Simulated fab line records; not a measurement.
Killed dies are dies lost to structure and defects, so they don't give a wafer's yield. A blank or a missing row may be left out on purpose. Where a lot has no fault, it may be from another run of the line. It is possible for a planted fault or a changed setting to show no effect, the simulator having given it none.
Problem report in the 8D (eight disciplines) form, filled by code ; flow sky130 ; the parts of the form that need people (team, actions taken, sign-off) are left out

1. THE ISSUE
Mean of cathode-dc-power-W at SKY_METAL3_SPUTTER_04: 6673.1 W across 6 wafers in 2 lots; on wafers with no fault it is 6500.1 W (standard deviation 1.2). That is +99 or more standard deviations from the usual mean.
The step: material TiN, target thk 70 nm, time 58.3 s.
Earliest sighting: wafer L634.2 on pvd-sputter-02 at day 40 11:29. At this step, 18 wafers from 6 lots have a number in the record. By rule, "out" or "out of limits" means more than 4 standard deviations away from the usual mean. All remaining wafers that have a number are taken as sound.

2. WHAT IT IS, WHAT IT ISN'T
question;is;is not
which readings at this step;cathode-dc-power-W;chamber-pressure-pa
which lots;L634, L635;L622, L632, L633, L645
which wafers of those lots;all that have a number;-
read on which tools;pvd-sputter-02;pvd-sputter-01, pvd-sputter-03
when;from day 40 11:29;"up to then (9 sound wafers); but 3 sound wafers of L645 came after"

3. SUSPECTS, AND WHAT RULES EACH OUT
Counting: a tool at any process step up to the reading remains a suspect when it ran all the lots that are out and ran no sound lot after the first of those.
- pvd-sputter-02 at SKY_METAL3_SPUTTER_01 (material TiN, target thk 20 nm, time 16.7 s): kept. Every lot that is out went through it, starting with L634 (day 40 11:24), and after that it ran no sound lot; the last sound lot it ran before then is L632 (day 40 00:13).
- pvd-sputter-02 at SKY_METAL3_SPUTTER_04 (material TiN, target thk 70 nm, time 58.3 s): kept. Every lot that is out went through it, starting with L634 (day 40 11:29), and after that it ran no sound lot; the last sound lot it ran before then is L632 (day 40 00:18). Its own readings are out on those wafers: cathode-dc-power-W.
The count leaves pvd-sputter-02 at SKY_METAL3_SPUTTER_04 and pvd-sputter-02 at SKY_METAL3_SPUTTER_01.

4. THE CAUSE (what the simulator had put in)
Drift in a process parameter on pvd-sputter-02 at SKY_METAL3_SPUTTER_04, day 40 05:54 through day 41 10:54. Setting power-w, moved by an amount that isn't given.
Of the 2 suspects that counting leaves, this tool is one.

5. THE EFFECT CHAIN, in route order
Each row: a reading where the mean over the struck wafers with a number is more than 3 standard deviations away from the usual. Only readings for which the record gives a usual standard deviation are gone through. hours: the time from each lot's start at the first step in this table that gives one to its start at this step, as a median over the lots. sigmas: the change in usual standard deviations.
hours;step;reading;usual;on struck wafers;change;sigmas
0;SKY_METAL3_SPUTTER_04;cathode-dc-power-W;6500.1 W;6673.1;+173.0;+99 or more
Its process steps:
- SKY_METAL3_SPUTTER_04: material TiN, target thk 70 nm, time 58.3 s.

6. WHAT WOULD HAVE CAUGHT IT SOONER
In this record the first reading out of limits was taken at day 40 11:29, 6 hours after the fault began at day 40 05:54.
